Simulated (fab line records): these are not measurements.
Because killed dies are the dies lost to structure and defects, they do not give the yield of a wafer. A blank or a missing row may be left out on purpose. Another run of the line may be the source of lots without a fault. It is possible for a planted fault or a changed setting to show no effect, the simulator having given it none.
Split-lot trial | flow sfq line | on a route of 325 steps: 4 lots, 10 wafers read

ON THE SPLIT
At SFQ_TRILAYER_M7_LITHO_COAT_182 (resist thk 62 nm), the setting spin rpm was moved away from the recipe's 3000 rpm on 3 of the 10 wafers read, by -7.4% to +6.7%. The other wafers ran this setting at the recipe's value.

FROM THE SPLIT TO THE READING: what the file shows between them, 3 steps
- SFQ_TRILAYER_M7_LITHO_COAT_177: resist thk 600 nm
- SFQ_TRILAYER_M7_LITHO_SOFTBAKE_181
- SFQ_TRILAYER_M7_LITHO_DEVELOP_179: time 60 s

THE READING
etch.depth nm (the simulator's own value, which no gauge read), in nm, at SFQ_TRILAYER_M7_BARC_OPEN_METAL_ETCH_229 (etches BARC in O2, target depth 125 nm, time 41.7 s). The file gives no usual value for it. Average 61.72 nm, standard deviation 0.08 nm, over the 7 wafers here run with the recipe.

wafer  | tool, chamber at the split | spin rpm as run, rpm | against the recipe | etch.depth nm, nm | against lot-mates on the recipe
L074.4 | litho track-02, 0          | 3000                 | recipe             | 61.66             | -
L074.5 | litho track-02, 0          | 3000                 | recipe             | 61.81             | -
L074.6 | litho track-02, 0          | 3000                 | recipe             | 61.77             | -
L081.1 | litho track-03, 0          | 2777                 | -7.4%              | 64.44             | +2.79
L081.2 | litho track-03, 0          | 2777                 | -7.4%              | 64.51             | +2.86
L081.6 | litho track-03, 0          | 3000                 | recipe             | 61.65             | -
L084.1 | litho track-04, 0          | 3200                 | +6.7%              | 59.77             | -2.08
L084.6 | litho track-04, 0          | 3000                 | recipe             | 61.85             | -
L085.1 | litho track-02, 0          | 3000                 | recipe             | 61.63             | -
L085.6 | litho track-02, 0          | 3000                 | recipe             | 61.7              | -

FIT RESULTS
A straight line over all 10 wafers: etch.depth nm changes by -0.344 nm for each +1% of spin rpm; r = -0.99; the points scatter about the line by 0.15 nm.
The same after taking each lot's own level away (the mean of its wafers on the recipe; 10 wafers): -0.357 nm for each +1%; r = -1.00; scatter 0.12 nm.
On that fit, the largest move of spin rpm shifts the reading by 2.7 nm.
The span of the lots' own levels, 61.650 to 61.850 nm, comes to 2.5 times the standard deviation stated above.
Consequently the slope shifts little with the lot-to-lot level, the two slopes agreeing.
Check: +2.67 nm against its lot-mates is what the line predicts for one of the wafers moved furthest among these (-7.4%) when that wafer is left out of the fit. It came out at +2.79 nm against them.

FURTHER SPLITS ON THESE WAFERS
Before the reading, these wafers also passed through other splits. Each is held against what the fit with the lots' levels taken away leaves over:
other split on the same wafers                    | wafers away from the commonest value | r with etch.depth nm (lot level and that fit taken away)
SFQ_TRILAYER_I6_VIA_BARC_OPEN_VIA_ETCH_235 time s | 1                                    | -0.42

THE WHOLE CHAIN: every reading that the file lists as answering this split, in the file's order
step                                     | what it does                                        | reading                                                                                    | change (the file's fit)               | r (the file's)
SFQ_TRILAYER_M7_LITHO_COAT_182           | resist thk 62 nm                                    | BARC_of_TRILAYER_M7_LITHO_COAT_182.thk nm (the simulator's own value, which no gauge read) | -0.338 nm for each +1% of the setting | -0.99
SFQ_TRILAYER_M7_BARC_OPEN_METAL_ETCH_229 | etches BARC in O2, target depth 125 nm, time 41.7 s | etch.depth nm (the simulator's own value, which no gauge read)                             | -0.354 nm for each +1% of the setting | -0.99

THE FILE'S OWN FIT
etch.depth nm changes by -0.354 nm for each +1% of spin rpm, r = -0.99.
